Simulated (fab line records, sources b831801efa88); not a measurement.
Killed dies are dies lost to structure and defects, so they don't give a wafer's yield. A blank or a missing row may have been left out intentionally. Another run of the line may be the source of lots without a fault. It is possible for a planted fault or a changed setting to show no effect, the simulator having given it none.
fab line records | flow sky130
record: lots: 6 wafers: 18 lastDay: 50
route steps=708 shown CONTACT@425 METAL1@434 PAD_OPEN@708
lots that met no fault: taken from a fault-free run of the same line
startH: the number of hours between the record's first day and the start of the first shown wafer of the lot | waitH: how many hours have passed since the lot's step before this one | " repeats the value in the row above | L1.1+2: several wafers, shown together as one row | - value missing, or start not given | * or withheld: withheld | < > ~ a bound
route shown NAME@n: a module of which the file shows steps, and the number in the route of the first | usual: the fault-free wafers' mean and standard deviation | same: alike in all rows | chamber/n: place in a boat | sites: each site's reading | _std_site: their standard deviation | _edge_site: inner sites' mean taken away from outer sites' mean | radiusMm: how far each site lies from the wafer's centre | mask NAME#n: copy n | behind: tool/chamber where the wafer was last shaped | hold: cause of the lot's hold/its duration in hours/its outcome | device: which transistor (n, p or np) failed to switch | end of line: tests run on the same wafers once the route is complete | for a step that has no rows: nothing shown but its recipe | killed: dies that structure and defects cost at the first sort, which is not the same as the wafer's yield | map: a wafer's dies, x killed, . not, _ none there
set.NAME: setting as actually run; set.NAME@STEP: the setting as run at that earlier step | model.NAME: the simulator's own value behind a step, which no gauge read
a table for each step, a row for each wafer; lots at some steps of the route
services: when a tool's chamber went out of use (startH, in hours from the record's first day, below 0 if earlier), for how many hours, and the reason
== steps ==
step: SKY_CONTACT_STRIP_19
recipe: chemistry: O2/N2 powerW: 1400 pressureMtorr: 1500 platenTempC: withheld o2FlowSccm: 3000 n2FlowSccm: 300 overashFraction: 0.5
step: SKY_CONTACT_STRIP_20
recipe: chemistry: postEtchResidueRemover timeS: 1200 tempC: 72.5
step: SKY_CONTACT_CLEAN_21
recipe: chemistry: IPA timeS: 180 tempC: 25
step: SKY_CONTACT_CLEAN_22
recipe: chemistry: O3/DIW dry: n2Spin
step: SKY_CONTACT_SPUTTER_23
recipe: material: TiN targetThkNm: 20 chamberPressurePa: 5 powerW: 4000 timeS: 80
step: SKY_CONTACT_CVD_24
recipe: material: W targetThkNm: 340 timeS: 102.12 tempC: 400 pressureTorr: 40
usual: heaterPowerW: 909/69
columns lot.wafer tool chamber startH waitH heaterPowerW
L520.1 cvdW-02 0 767.52 0.0 902
L520.4 " 0 " " 907
L520.6 " 1 " " 945
L526.1 cvdW-02 1 815.85 0.0 966
L526.2 " 0 " " 886
L526.5 " 1 " " 962
L527.2 cvdW-01 1 859.94 0.0 975
L527.3 " 1 " " 953
L527.4 " 0 " " 813
L535.2 cvdW-02 1 882.23 0.0 953
L535.3 " 1 " " 984
L535.4 " 0 " " 892
L536.2 cvdW-01 1 892.79 0.0 975
L536.5 " 1 " " 990
L536.6 " 0 " " 795
L539.1 cvdW-01 1 914.97 0.0 967
L539.3 " 1 " " 966
L539.4 " 0 " " 817
step: SKY_CONTACT_RS_MEAS_25
recipe: thkMeasGauge: four-point-probe reads: W_of_CONTACT_CVD_24+TiN_of_CONTACT_SPUTTER_23
usual: CONTACT_W_RS: 0.340/0.0041
columns lot.wafer tool chamber startH waitH CONTACT_W_RS[ohm/sq]
L520.1 filmMetro-02 - 767.63 0.1 0.336
L520.4 " - " " 0.341
L520.6 " - " " 0.336
L526.1 filmMetro-04 - 815.96 0.1 0.340
L526.2 " - " " 0.340
L526.5 " - " " 0.336
L527.2 filmMetro-02 - 860.07 0.1 0.342
L527.3 " - " " 0.346
L527.4 " - " " 0.344
L535.2 filmMetro-03 - 882.36 0.1 0.339
L535.3 " - " " 0.336
L535.4 " - " " 0.345
L536.2 filmMetro-03 - 892.92 0.1 0.343
L536.5 " - " " 0.345
L536.6 " - " " 0.342
L539.1 filmMetro-03 - 915.08 0.1 0.346
L539.3 " - " " 0.343
L539.4 " - " " 0.342
step: SKY_CONTACT_THK_MEAS_26
recipe: thkMeasGauge: xrf reads: W_of_CONTACT_CVD_24
usual: CONTACT_W_THK: 339/5.8
columns lot.wafer tool chamber startH waitH CONTACT_W_THK[nm]
L520.1 filmMetro-02 - 767.75 0.1 340
L520.4 " - " " 335
L520.6 " - " " 342
L526.1 filmMetro-04 - 816.08 0.1 335
L526.2 " - " " 337
L526.5 " - " " 340
L527.2 filmMetro-02 - 860.18 0.1 333
L527.3 " - " " 331
L527.4 " - " " 332
L535.2 filmMetro-03 - 882.47 0.1 343
L535.3 " - " " 347
L535.4 " - " " 336
L536.2 filmMetro-03 - 893.03 0.1 339
L536.5 " - " " 338
L536.6 " - " " 340
L539.1 filmMetro-03 - 915.20 0.1 333
L539.3 " - " " 337
L539.4 " - " " 336
step: SKY_CONTACT_CMP_27
recipe: stopOn: SiO2 tOverpolishS: 15 downForcePsi: 3.5 platenRpm: 60 targetThkNm: 0 padVelocityMS: 0.94248
usual: edgeZonePressureFrac: 0.999/0.0053 motorCurrentA: 11.7/2 overpolishRunS: 15.000/0.0081 platenRpm: 60.01/0.044 timeToEndpointS: 82/3.1
columns lot.wafer tool chamber startH waitH edgeZonePressureFrac motorCurrentA overpolishRunS platenRpm timeToEndpointS
L520.4 cmp-01 3 767.81 0.0 0.999 11.4 14.997 60.05 79
L520.1 " 2 " " 1.007 14.7 14.997 60.03 85
L520.6 " 0 " " 0.995 9.9 15.009 60.05 80
L526.2 cmp-02 0 816.19 0.1 0.995 13.2 15.007 60.04 82
L526.1 " 1 " " 0.994 9.9 14.987 59.97 85
L526.5 " 0 " " 0.996 11.6 15.008 59.99 83
L527.2 cmp-01 2 860.28 0.1 1.002 15.1 15.009 59.99 81
L527.4 " 3 " " 1.008 11.2 15.002 59.97 77
L527.3 " 0 " " 1.004 9.9 14.990 60.01 77
L535.4 cmp-01 0 882.52 0.0 0.997 9.6 15.015 60.00 80
L535.2 " 2 " " 1.002 14.6 15.002 60.04 82
L535.3 " 3 " " 0.998 11.6 14.998 59.96 83
L536.2 cmp-02 0 893.23 0.2 1.001 12.7 15.011 59.98 81
L536.5 " 1 " " 0.995 9.7 15.000 60.02 81
L536.6 " 2 " " 0.995 14.3 14.991 59.93 82
L539.1 cmp-02 3 915.38 0.2 1.007 11.9 14.994 59.96 77
L539.3 " 0 " " 0.996 13.4 14.998 60.08 80
L539.4 " 1 " " 0.992 10.3 14.995 59.99 83
step: SKY_METAL1_SPUTTER_00
recipe: material: Ti targetThkNm: 15 powerW: 3000 timeS: 10 chamberPressurePa: 0.4
usual: cathodeDcPowerW: 3000.0/0.52 throttleValvePct: 29.6/1.3
columns lot.wafer tool chamber startH waitH cathodeDcPowerW throttleValvePct
L520.1 pvdSputter-01 - 768.11 0.1 3000.9 28.3
L520.4 " - " " 3000.7 31.6
L520.6 " - " " 2999.4 28.4
L526.1 pvdSputter-03 - 816.44 0.1 3000.6 27.7
L526.2 " - " " 2999.1 28.8
L526.5 " - " " 3000.5 31.2
L527.2 pvdSputter-03 - 860.53 0.2 2999.3 31.0
L527.3 " - " " 3000.0 28.8
L527.4 " - " " 2999.8 27.5
L535.2 pvdSputter-01 - 882.82 0.1 2999.7 28.4
L535.3 " - " " 3000.5 30.2
L535.4 " - " " 3001.0 31.0
L536.2 pvdSputter-01 - 893.38 0.1 2999.6 30.1
L536.5 " - " " 2999.8 31.1
L536.6 " - " " 2999.1 28.2
L539.1 pvdSputter-03 - 915.68 0.2 3000.3 29.0
L539.3 " - " " 2999.5 30.7
L539.4 " - " " 3000.2 27.7
step: SKY_METAL1_SPUTTER_01
recipe: material: TiN targetThkNm: 20 powerW: 6500 timeS: 16.7 chamberPressurePa: 0.4
step: SKY_METAL1_SPUTTER_02
recipe: material: AlCu targetThkNm: 250 powerW: 10220 timeS: 13.3 chamberPressurePa: 0.4
usual: cathodeDcPowerW: 10220/1.9 throttleValvePct: 29.6/1.3
columns lot.wafer tool chamber startH waitH cathodeDcPowerW throttleValvePct
L520.1 pvdSputter-01 - 768.16 0.0 10220 28.4
L520.4 " - " " 10220 31.5
L520.6 " - " " 10220 28.1
L526.1 pvdSputter-03 - 816.49 0.0 10218 27.7
L526.2 " - " " 10218 29.0
L526.5 " - " " 10219 30.6
L527.2 pvdSputter-03 - 860.58 0.0 10224 31.2
L527.3 " - " " 10217 28.9
L527.4 " - " " 10220 27.6
L535.2 pvdSputter-01 - 882.87 0.0 10218 28.2
L535.3 " - " " 10221 30.1
L535.4 " - " " 10221 31.4
L536.2 pvdSputter-01 - 893.43 0.0 10220 30.4
L536.5 " - " " 10219 31.4
L536.6 " - " " 10220 28.4
L539.1 pvdSputter-03 - 915.73 0.0 10220 29.0
L539.3 " - " " 10220 30.5
L539.4 " - " " 10222 27.7
step: SKY_METAL1_SPUTTER_03
recipe: material: Ti targetThkNm: 5 powerW: 3000 timeS: 3.3 chamberPressurePa: 0.4
usual: cathodeDcPowerW: 3000.0/0.52 throttleValvePct: 29.6/1.3
columns lot.wafer tool chamber startH waitH cathodeDcPowerW throttleValvePct model.Ti_of_METAL1_SPUTTER_03.thkNm
L520.1 pvdSputter-01 - 768.18 0.0 3000.7 28.2 5.025
L520.4 " - " " 3000.5 31.4 5.006
L520.6 " - " " 3001.4 28.2 5.086
L526.1 pvdSputter-03 - 816.51 0.0 2887.8 27.4 4.768
L526.2 " - " " 2888.1 28.8 4.781
L526.5 " - " " 2887.5 30.8 4.756
L527.2 pvdSputter-03 - 860.60 0.0 2888.5 31.0 4.799
L527.3 " - " " 2888.4 28.9 4.82
L527.4 " - " " 2887.9 27.6 4.97
L535.2 pvdSputter-01 - 882.90 0.0 3000.5 28.2 4.994
L535.3 " - " " 2999.8 30.4 4.929
L535.4 " - " " 2999.9 31.5 5.007
L536.2 pvdSputter-01 - 893.45 0.0 3000.2 30.3 4.916
L536.5 " - " " 2999.8 31.3 4.953
L536.6 " - " " 2999.5 28.3 4.915
L539.1 pvdSputter-03 - 915.75 0.0 2999.6 28.9 4.909
L539.3 " - " " 2999.9 30.5 4.919
L539.4 " - " " 3000.3 28.0 4.99
step: SKY_METAL1_SPUTTER_04
recipe: material: TiN targetThkNm: 70 powerW: 6500 timeS: 58.3 chamberPressurePa: 0.4
usual: cathodeDcPowerW: 6500.0/1.2 throttleValvePct: 29.6/1.3
columns lot.wafer tool chamber startH waitH cathodeDcPowerW throttleValvePct
L520.1 pvdSputter-01 - 768.20 0.0 6500.8 28.3
L520.4 " - " " 6499.6 31.2
L520.6 " - " " 6501.2 28.6
L526.1 pvdSputter-03 - 816.53 0.0 6499.8 27.6
L526.2 " - " " 6501.0 28.9
L526.5 " - " " 6500.8 30.7
L527.2 pvdSputter-03 - 860.62 0.0 6502.3 31.0
L527.3 " - " " 6499.6 28.8
L527.4 " - " " 6500.1 27.7
L535.2 pvdSputter-01 - 882.92 0.0 6501.4 28.4
L535.3 " - " " 6499.7 30.4
L535.4 " - " " 6499.4 31.4
L536.2 pvdSputter-01 - 893.47 0.0 6500.1 30.2
L536.5 " - " " 6499.7 31.4
L536.6 " - " " 6500.3 28.3
L539.1 pvdSputter-03 - 915.77 0.0 6499.8 29.0
L539.3 " - " " 6498.8 30.6
L539.4 " - " " 6500.9 27.5
step: SKY_PAD_OPEN_PROBE_99
usual: defectLimitedYield: 82.4/2.1 killed_at_M0_to_M3: 44/7.4 killed_at_M4_up: 3.2/2 killedAtContacts: 24/5.1 killedAtFrontEnd: 15/4.8 killedAtOther: 0.2/0.46 killedDies: 86/10 killedOpen: 47/7.5 killedShort: 39/7 sort_bin_3_pad_short: 0.9/0.4 sort_bin_5_function: 10.4/1.5 sort_bin_6_memory: 6.3/1.2 sortNPass: 406/10 sortYieldPct: 82.4/2.1
same: grossDies: 492 killedAtBackSide: 0 sort_bin_4_leakage[%]: 0 sort_bin_8_speed[%]: 0
columns lot.wafer tool chamber startH waitH defectLimitedYield[%] killed_at_M0_to_M3 killed_at_M4_up killedAtContacts killedAtFrontEnd killedAtOther killedDies killedOpen killedShort sort_bin_3_pad_short[%] sort_bin_5_function[%] sort_bin_6_memory[%] sortNPass sortYieldPct[%]
L535.2 prober-02 - 1182.82 0.1 86.4 31 3 24 9 0 67 33 34 1.0 7.5 5.1 425 86.4
L535.3 prober-02 - 1182.87 0.2 83.1 34 5 26 18 0 83 41 42 0.6 10.2 6.1 409 83.1
L535.4 prober-02 - 1182.92 0.2 83.1 44 6 21 11 1 83 46 37 1.2 9.8 5.9 409 83.1
L536.2 prober-01 - 1190.22 0.1 81.1 51 3 27 12 0 93 55 38 0.6 11.4 6.9 399 81.1
L536.5 prober-01 - 1190.37 0.2 85.6 44 1 20 6 0 71 46 25 0.8 8.7 4.9 421 85.6
L536.6 prober-01 - 1190.42 0.2 83.7 43 6 19 12 0 80 33 47 0.8 9.8 5.7 412 83.7
killed by level:class
L535.2 CONTACT:geometricParticle:open=9 VIA1:geometricParticle:open=6 METAL1:geometricParticle:short=5 LI_CONTACT:geometricParticle:open=4 LOCAL_INTERCONNECT:geometricParticle:short=4 VIA3:geometricParticle:open=4 LI_CONTACT:geometricParticle:short=3 CONTACT:geometricParticle:short=3
L535.3 CONTACT:geometricParticle:open=9 VIA1:geometricParticle:short=9 LI_CONTACT:geometricParticle:open=7 FIELD_ISO:geometricParticle:open=5 CONTACT:geometricParticle:short=5 VIA1:geometricParticle:open=5 METAL2:geometricParticle:short=5 METAL4:geometricParticle:short=5
L535.4 VIA1:geometricParticle:open=10 CONTACT:geometricParticle:open=9 METAL1:geometricParticle:short=9 VIA2:geometricParticle:open=7 VIA3:geometricParticle:open=7 POLY_GATE:geometricParticle:short=5 LI_CONTACT:geometricParticle:open=4 METAL4:geometricParticle:short=4
L536.2 VIA1:geometricParticle:open=14 CONTACT:geometricParticle:open=11 VIA2:geometricParticle:open=8 METAL1:geometricParticle:short=7 CONTACT:geometricParticle:short=5 VIA1:geometricParticle:short=5 FIELD_ISO:geometricParticle:open=4 VIA2:geometricParticle:short=4
L536.5 VIA1:geometricParticle:open=11 VIA2:geometricParticle:open=9 VIA3:geometricParticle:open=8 CONTACT:geometricParticle:open=7 LOCAL_INTERCONNECT:geometricParticle:short=4 VIA3:geometricParticle:short=4 FIELD_ISO:geometricParticle:short=3 LI_CONTACT:geometricParticle:open=3
L536.6 VIA2:geometricParticle:open=8 CONTACT:geometricParticle:short=7 VIA3:geometricParticle:open=6 FIELD_ISO:geometricParticle:short=5 METAL2:geometricParticle:short=5 METAL1:geometricParticle:short=5 METAL4:geometricParticle:short=5 VIA1:geometricParticle:open=4
== services ==
columns tool chamber startH hours kind
cmp-02 - 744.00 4.0 pm
cmp-02 - 748.00 - consumableReplace:conditioner
cmp-02 - 748.00 - consumableReplace:pad
pvdSputter-03 - 756.71 6.4 repair
pvdSputter-03 - 766.97 2.8 repair
cmp-01 - 768.11 5.6 pm
cvdW-01 - 775.01 6.9 pm
cmp-01 - 779.00 8.9 pm
cmp-01 - 790.10 0.9 repair
cmp-01 - 803.22 0.5 repair
pvdSputter-03 - 824.89 4.6 repair
cmp-02 - 834.17 6.7 pm
cmp-02 - 842.16 1.8 repair
pvdSputter-03 0 857.23 - consumableReplace:kit
pvdSputter-03 0 857.23 18.0 scheduledDown
pvdSputter-03 0 857.23 18.0 ventCycle
pvdSputter-01 - 862.72 5.0 repair
pvdSputter-01 0 870.45 - consumableReplace:kit
pvdSputter-01 0 870.45 18.0 scheduledDown
pvdSputter-01 0 870.45 18.0 ventCycle
cvdW-01 - 876.23 1.3 repair
cvdW-02 - 900.54 1.2 repair
cvdW-02 - 904.00 14.0 pm
cmp-01 - 912.00 4.0 pm
== key ==
firstSign: step: SKY_METAL1_SPUTTER_03 reading: cathodeDcPowerW direction: down sigmas: 99+ usual: 3000.0 struck: 2888.0
effect none on later readings
modelEffect: step: SKY_METAL1_SPUTTER_03 value: Ti_of_METAL1_SPUTTER_03.thkNm without: 5.002 struck: 4.816
metAt SKY_METAL1_SPUTTER_03
struckWafers L526.1,L526.2,L526.5,L527.2,L527.3,L527.4
fault: kind: processParameterDrift tool: pvdSputter-03 chamber: - onsetH: 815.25 steps: SKY_METAL1_SPUTTER_03 channel: powerW offset: * shape: step endH: 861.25 actsIn: * stated: *
